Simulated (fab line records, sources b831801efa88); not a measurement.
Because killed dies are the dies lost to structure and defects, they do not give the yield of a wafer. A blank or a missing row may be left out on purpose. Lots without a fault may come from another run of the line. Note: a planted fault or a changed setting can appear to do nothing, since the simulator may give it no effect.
Struck lot and sound lot, side by side :: flow sky130 :: 45 out of 708 route steps
Sound: wafers L424.2, L424.4, L424.5. Struck: wafers L437.1, L437.2, L437.6. At the end, the cause is stated.
Order at every step that has rows: each side's tool, ch and its chambers, its first start. Under that, the readings that differ: sound wafers :: struck wafers :: difference of the means :: sigmas: that difference in standard deviations of wafers without a fault.
alike: readings with means less than 2 such deviations apart, plus words and numbers identical on both sides. not compared: withheld readings, readings lacking a value on some wafer, bounds such as >300 that could conceal the same value, and numbers that have no deviation in the record and whose values overlap.
Wherever a step has rows on one side only, a row that says differs or no value, or a row with sigmas, the two part there. Non-overlapping numbers with no deviation appear without sigmas and do not part them. A reading missing from all wafers of one side parts the sides only when that side holds two or more wafers.

first, 2 steps without rows for these wafers: SKY_DNWELL_DEVELOP_06 (develop time 60 s); SKY_DNWELL_IMPLANT_07.
SKY_DNWELL_STRIP_08: strips in O2/N2.
  sound on plasma-asher-01 ch 1, day 3 09:45; struck on plasma-asher-03 ch 0,1, day 6 09:51
reading: strip-time-to-endpoint-s (s)
sound: 36.71 36.74 36.74
struck: 37.10 37.12 37.04
difference: +0.36
sigmas: +4
  alike: chamber-pressure-mTorr, drypump-motor-current-A, oes-product-au
  not compared: rf-hours-counter-h
SKY_DNWELL_TW_MEAS_09:
  struck on film-metro-02, day 6 09:57; sound on film-metro-02, day 3 09:52
  alike: DNWELL_TW
then, 7 steps without rows for these wafers: SKY_PWDE_DEHYDRATE_00 (time 60 s); SKY_PWDE_HMDS_01 (prime time 60 s); SKY_PWDE_COAT_02 (resist thk 3000 nm); SKY_PWDE_SOFTBAKE_03; SKY_PWDE_EXPOSE_04 (exposes mask PWDEM, target cd 840 nm); SKY_PWDE_PEB_05; SKY_PWDE_DEVELOP_06 (develop time 60 s).
SKY_PWDE_OVL_MEAS_07:
  struck on overlay-01, day 7 04:13; sound on overlay-01, day 4 01:35
  alike: PWDE_OVL
SKY_PWDE_IMPLANT_08:
  sound on implanter-01 ch 0, day 4 01:38; struck on implanter-03 ch 0, day 7 04:14
reading: dose-ions-cm2
sound: 3.596e+12 3.598e+12 3.594e+12
struck: 3.854e+12 3.851e+12 3.852e+12
difference: +2.563e+11
sigmas: +69

reading: faraday-current-uA
sound: 20.1 20.5 20.0
struck: 22.1 21.6 21.8
difference: +1.6
sigmas: +4
SKY_PWDE_STRIP_09: strips in O2/N2.
  sound on plasma-asher-04 ch 0,1, day 4 01:46; struck on plasma-asher-01 ch 0,1, day 7 04:23
reading: chamber-pressure-mTorr (mTorr)
sound: 1500.1 1498.0 1498.4
struck: 1500.7 1502.0 1502.8
difference: +3.0
sigmas: +2
  alike: drypump-motor-current-A, oes-product-au, strip-time-to-endpoint-s
  not compared: rf-hours-counter-h
SKY_PWDE_TW_MEAS_10:
  struck on film-metro-02, day 7 04:29; sound on film-metro-04, day 4 01:53
  alike: PWDE_TW
then, 7 steps without rows for these wafers: SKY_NWELL_DEHYDRATE_03 (time 60 s); SKY_NWELL_HMDS_04 (prime time 60 s); SKY_NWELL_COAT_05 (resist thk 3000 nm); SKY_NWELL_SOFTBAKE_06; SKY_NWELL_EXPOSE_07 (exposes mask NWM, target cd 840 nm); SKY_NWELL_PEB_08; SKY_NWELL_DEVELOP_09 (develop time 60 s).
SKY_NWELL_OVL_MEAS_10:
  struck on overlay-01, day 7 23:54; sound on overlay-01, day 4 18:22
  alike: NWELL_00_OVL
then, 3 steps without rows for these wafers: SKY_NWELL_IMPLANT_11; SKY_NWELL_IMPLANT_12; SKY_NWELL_IMPLANT_13.
SKY_NWELL_STRIP_14: strips in O2/N2.
  sound on plasma-asher-02 ch 0,1, day 4 18:50; struck on plasma-asher-02 ch 0,1, day 8 00:23
reading: strip-time-to-endpoint-s (s)
sound: 36.82 36.70 36.65
struck: 36.95 36.99 37.04
difference: +0.27
sigmas: +2
  alike: chamber-pressure-mTorr, drypump-motor-current-A, oes-product-au
  not compared: rf-hours-counter-h
SKY_NWELL_TW_MEAS_15:
  struck on film-metro-02, day 8 00:29; sound on film-metro-04, day 4 18:57
  alike: NWELL_TW
then, 7 steps without rows for these wafers: SKY_NWELL_DEHYDRATE_16 (time 60 s); SKY_NWELL_HMDS_17 (prime time 60 s); SKY_NWELL_COAT_18 (resist thk 3000 nm); SKY_NWELL_SOFTBAKE_19; SKY_NWELL_EXPOSE_20 (exposes mask NWM COMPLEMENT, target cd 840 nm); SKY_NWELL_PEB_21; SKY_NWELL_DEVELOP_22 (develop time 60 s).
SKY_NWELL_OVL_MEAS_23:
  struck on overlay-01, day 8 20:54; sound on overlay-02, day 5 12:38
  alike: NWELL_01_OVL
after that, 1 step had no rows for these wafers: SKY_NWELL_IMPLANT_24.
SKY_NWELL_STRIP_25: strips in O2/N2.
  sound on plasma-asher-01 ch 1, day 5 12:49; struck on plasma-asher-02 ch 0,1, day 8 21:05
reading: strip-time-to-endpoint-s (s)
sound: 37.08 37.16 37.15
struck: 36.90 36.89 36.97
difference: -0.21
sigmas: -2
  alike: chamber-pressure-mTorr, drypump-motor-current-A, oes-product-au
  not compared: rf-hours-counter-h
SKY_NWELL_TW_MEAS_26:
  struck on film-metro-02, day 8 21:11; sound on film-metro-01, day 5 12:56
reading: NWELL_2_TW
sound: 500 501 501
struck: 492 493 493
difference: -8
sigmas: -2
then, 1 step without rows for these wafers: SKY_NWELL_CLEAN_27 (cleans in SC1/SC2, time 150 s).
SKY_NWELL_RTA_28: time 30 s.
  sound on rtp-anneal-01 ch 0, day 5 13:03; struck on rtp-anneal-02 ch 0, day 8 21:18
  alike: chamber-o2-ppm, lamp-power-pct, wafer_temp_C_max
SKY_NWELL_RS_MEAS_29: measurement is done with a four-point probe.
  struck on film-metro-01, day 8 21:24; sound on film-metro-04, day 5 13:09
  alike: NWELL_RS
SKY_NWELL_RS_MEAS_31: measurement is done with a four-point probe.
  struck on film-metro-01, day 8 21:55; sound on film-metro-04, day 5 13:23
reading: PWDE_RS (ohm/sq)
sound: 5291 5291 5299
struck: 5025 5003 5016
difference: -279
sigmas: -14
  not compared: hold
SKY_VT_ADJUST_HVTP_DEHYDRATE_00: time 60 s.
  sound on litho-track-01 ch 0, day 5 21:58; struck on litho-track-03 ch 0, day 9 08:27
reading: hold
sound: - - -
struck: await-dispo/0.7h/release await-dispo/0.7h/release await-dispo/0.7h/release
difference: no value on the sound wafers
sigmas: 
-- here the record skips 40 days between the struck wafers' starts before and after, leaving off in module VT_ADJUST_HVTP and picking up in module PAD_OPEN (first step shown: number 708 of the route) --
SKY_PAD_OPEN_PROBE_99:
  struck on prober-02, day 49 05:02; sound on prober-01, day 45 23:10
reading: model.etest.res-pwde-under-gate.rs-ohm-sq
sound: 6178 6238 6249
struck: 5917 5841 5927
difference: -327
sigmas: 
  alike: killed_at_M0_to_M3, killed_at_M4_up, killed-at-contacts, killed-at-front-end, killed-at-other, killed-dies, killed-open, killed-short

## WHERE THEY PART
Last at SKY_VT_ADJUST_HVTP_DEHYDRATE_00 as far as this record goes, first at SKY_DNWELL_STRIP_08. Later steps at which nothing parts them and some readings are alike: SKY_PAD_OPEN_PROBE_99.

WHY: what had been put in by the simulator
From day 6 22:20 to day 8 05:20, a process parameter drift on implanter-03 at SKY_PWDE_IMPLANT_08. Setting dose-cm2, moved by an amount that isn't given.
